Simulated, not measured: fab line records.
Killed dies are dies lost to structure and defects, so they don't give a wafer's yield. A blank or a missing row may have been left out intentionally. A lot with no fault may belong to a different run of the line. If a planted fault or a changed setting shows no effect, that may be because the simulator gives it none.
What tool caused it? ; flow sky130 ; 42 wafers from 14 lots sampled at 4 of the route's 708 steps

## WHAT THE GAUGES SHOWED, per wafer
SKY_SD_P_CD_MEAS_07 targets a cd of 380 nm.
lot;measured;on;cdNm (nm)
L793;day 25 10:49;cdSem-02;379.8 380.6 377.6
L794;day 25 15:02;cdSem-02;377.9 377.6 378.4
L795;day 25 22:55;cdSem-01;380.0 379.6 381.8
L796;day 26 07:55;cdSem-02;383.5 386.2 382.7
L797;day 26 22:40;cdSem-02;380.6 379.6 380.7
L798;day 27 05:53;cdSem-02;381.7 381.0 383.5
L799;day 27 19:50;cdSem-01;380.0 379.5 382.7
L806;day 30 02:56;cdSem-01;382.0 385.1 380.8
L807;day 30 09:34;cdSem-02;376.7 377.5 379.0
L810;day 31 21:41;cdSem-01;382.9 380.5 383.8
L812;day 32 02:43;cdSem-02;376.1 377.0 374.4
L814;day 32 15:22;cdSem-02;379.6 380.2 379.3
L815;day 32 22:20;cdSem-01;377.6 378.2 376.1
L816;day 33 03:38;cdSem-01;380.6 375.2 377.8

SKY_CONTACT_THK_MEAS_01.
lot;measured;on;CONTACT_CVD_00_THK (nm)
L793;day 30 09:34;filmMetro-03;73.5 75.3 74.9
L794;day 30 16:17;filmMetro-04;75.0 74.6 76.3
L795;day 30 20:44;filmMetro-01;74.1 74.2 76.7
L796;day 31 06:42;filmMetro-03;74.5 75.5 74.6
L797;day 31 20:58;filmMetro-01;75.2 75.8 75.7
L798;day 32 00:26;filmMetro-03;74.2 74.4 76.1
L799;day 32 15:29;filmMetro-01;75.1 76.2 75.6
L806;day 34 20:58;filmMetro-04;74.9 75.5 75.6
L807;day 35 00:47;filmMetro-03;72.9 73.1 74.7
L810;day 36 12:43;filmMetro-04;75.6 76.7 75.5
L812;day 36 17:07;filmMetro-04;75.6 76.4 75.7
L814;day 37 04:37;filmMetro-03;74.8 75.8 75.4
L815;day 37 10:54;filmMetro-01;75.2 76.6 76.6
L816;day 37 17:56;filmMetro-04;73.9 74.2 75.2

SKY_METAL1_CD_MEAS_15 targets a cd of 140 nm.
lot;measured;on;cdNm (nm)
L793;day 32 18:05;cdSem-02;138.3 140.5 141.2
L794;day 33 01:37;cdSem-02;139.5 137.4 139.8
L795;day 33 05:25;cdSem-01;139.1 139.1 140.6
L796;day 33 14:59;cdSem-02;137.4 136.9 134.7
L797;day 34 05:19;cdSem-02;137.1 138.1 137.3
L798;day 34 08:53;cdSem-01;139.9 141.6 140.5
L799;day 34 23:37;cdSem-02;140.2 137.8 137.3
L806;day 37 03:29;cdSem-02;139.9 138.5 139.4
L807;day 37 06:46;cdSem-02;140.2 140.4 140.0
L810;day 38 18:21;cdSem-01;140.4 140.9 141.8
L812;day 38 22:07;cdSem-01;139.5 140.6 139.5
L814;day 39 09:26;cdSem-01;136.6 138.2 138.2
L815;day 39 14:29;cdSem-02;140.6 140.8 142.1
L816;day 39 21:47;cdSem-01;138.9 138.9 139.0

## WHAT TOOL EACH LOT RAN ON (gives the tool, then ch and the chambers of the sampled wafers, and finally the start)
lot;SKY_LDD_N_IMPLANT_15
L793;implanter-03 ch 0, day 17 18:50
L794;implanter-03 ch 0, day 17 22:33
L795;implanter-01 ch 0, day 18 08:42
L796;implanter-03 ch 0, day 18 15:43
L797;implanter-03 ch 0, day 19 07:00
L798;implanter-03 ch 0, day 19 14:28
L799;implanter-02 ch 0, day 20 01:31
L806;implanter-01 ch 0, day 22 17:58
L807;implanter-01 ch 0, day 23 01:30
L810;implanter-02 ch 0, day 24 14:55
L812;implanter-02 ch 0, day 24 19:22
L814;implanter-01 ch 0, day 25 07:44
L815;implanter-02 ch 0, day 25 15:37
L816;implanter-02 ch 0, day 26 00:17
- SKY_LDD_N_IMPLANT_15

## AS READ BY THE TOOLS THEMSELVES (means over the sampled wafers that have a number; for cases with no such wafer, the mark the record gives instead)
SKY_LDD_N_IMPLANT_15.
lot;tool;beamOnS (s);faradayCurrentUA
L793;implanter-03;10.19;27.6
L794;implanter-03;10.09;28.0
L795;implanter-01;10.06;28.1
L796;implanter-03;10.08;28.0
L797;implanter-03;9.97;28.2
L798;implanter-03;9.94;28.4
L799;implanter-02;10.19;27.6
L806;implanter-01;13.43;21.0
L807;implanter-01;13.49;20.9
L810;implanter-02;10.00;28.2
L812;implanter-02;9.94;28.4
L814;implanter-01;9.84;28.6
L815;implanter-02;9.96;28.4
L816;implanter-02;9.99;28.3

## THE ANSWER, worked out from the rows above alone
Rule: the lots themselves supply what counts as usual. The widest of any qualifying gaps counts: lots, ordered by their means at a reading, are off when they make up no more than a third of the lots, leave a main group of 4 or more, and stand apart from it by 3 or more times the standard deviation of that group's means. A main group is skipped when, at the precision printed for the reading in the tables above, its means are all equal. Also off: a lot with no number at a reading for which 4 or more lots have one. Any other lot the step has rows for is counted as sound. Order of review: gauges by route order, followed by the tools' own readings, for which a lot's mean as printed above is used. The first step at which some lot is off is used, and at that step the reading that is off furthest; a lot without a number counts as furthest.
Off: L806, L807 (SKY_LDD_N_IMPLANT_15, beamOnS). For the main group the mean is 10.02 s and the standard deviation 0.1.
If a tool, at that step or one of the process steps before it, ran each lot that is off and ran no sound lot following the first of them, it fits. Of those tried, none fits.

## WHAT THE SIMULATOR HAD PUT IN
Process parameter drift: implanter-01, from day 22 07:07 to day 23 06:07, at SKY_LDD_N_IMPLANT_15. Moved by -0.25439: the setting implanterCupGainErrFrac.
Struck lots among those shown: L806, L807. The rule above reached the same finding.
